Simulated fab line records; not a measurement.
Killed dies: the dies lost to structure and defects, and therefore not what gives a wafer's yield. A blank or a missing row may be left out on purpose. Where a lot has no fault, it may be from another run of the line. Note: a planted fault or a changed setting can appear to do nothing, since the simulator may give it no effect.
2 desks looking at one fault | flow gf180mcu | what lay behind the numbers comes last; until then each desk has only its own

== FROM THE METROLOGY DESK ==
Lot by lot, what the gauges showed, no matter which tool ran the lot: averages of those sampled wafers that carry a number. The brackets show how far a lot's mean lies from the usual mean; more than 4 standard deviations puts the lot out of limits, marked OUT.
Columns: A = cdNm at GF_M1_CD_MEAS_14, usual 230.1 nm; B = M1_OVL at GF_M1_OVL_MEAS_15, usual 1 nm; C = V1_CVD_00_THK at GF_V1_THK_MEAS_01, usual 600 nm; D = V1_CVD_02_THK at GF_V1_THK_MEAS_03, usual 856 nm; E = V1_BOW at GF_V1_BOW_MEAS_05, usual 81 um
lot  | first seen here | A     | B  | C   | D              | E
L770 | day 17 17:49    | 229.6 | 1  | 603 | 848            | 80
L768 | day 17 20:18    | 230.3 | -3 | 600 | 854            | 71
L776 | day 19 19:30    | 229.4 | 5  | 599 | 860            | 80
L778 | day 20 08:57    | 229.4 | -0 | 596 | 853            | 83
L790 | day 24 14:53    | 231.4 | -3 | 586 | 932 (+7.6) OUT | 92
This desk's finding: out of limits on L790; first on L790, day 24 15:55 (V1_CVD_02_THK at GF_V1_THK_MEAS_03). L770, L768, L776, L778 stayed within limits.

== AT THE TOOL OWNER'S DESK: pecvd-03 ==
The tool's own readings at GF_V1_CVD_02 (deposits SiO2 from TEOS, target thk 850 nm, time 94.851 s): means of the sampled wafers that have a number, for each lot that ran on this tool. The brackets show how far a lot's mean lies from the usual mean; more than 4 standard deviations puts the lot out of limits, marked OUT.
Columns: A = heaterPowerW at GF_V1_CVD_02, usual 630 W; B = runLengthS at GF_V1_CVD_02, usual 122.7 s
lot  | first seen here | A   | B
L776 | day 19 20:36    | 643 | 123.5
L790 | day 24 15:50    | 776 | 132.1 (+12) OUT
This desk finds L790 out of limits, L790 being first, at day 24 15:50 (runLengthS at GF_V1_CVD_02). L776 stayed within limits.

== ALL TOGETHER ==
An alarm could have come from the tool owner's desk at day 24 15:50, on L790.
L790 would have let the metrology desk raise an alarm at day 24 15:55.
Every lot named ran GF_V1_CVD_02 on pecvd-03.

== WHAT THE SIMULATOR HAD INSERTED ==
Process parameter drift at GF_V1_CVD_02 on pecvd-03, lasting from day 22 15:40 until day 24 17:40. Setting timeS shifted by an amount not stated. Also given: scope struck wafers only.
Lots struck among those shown: L790.
Time in hours from fault onset to the first out-of-limits reading at each desk: tool owner's desk 48, metrology desk 48.
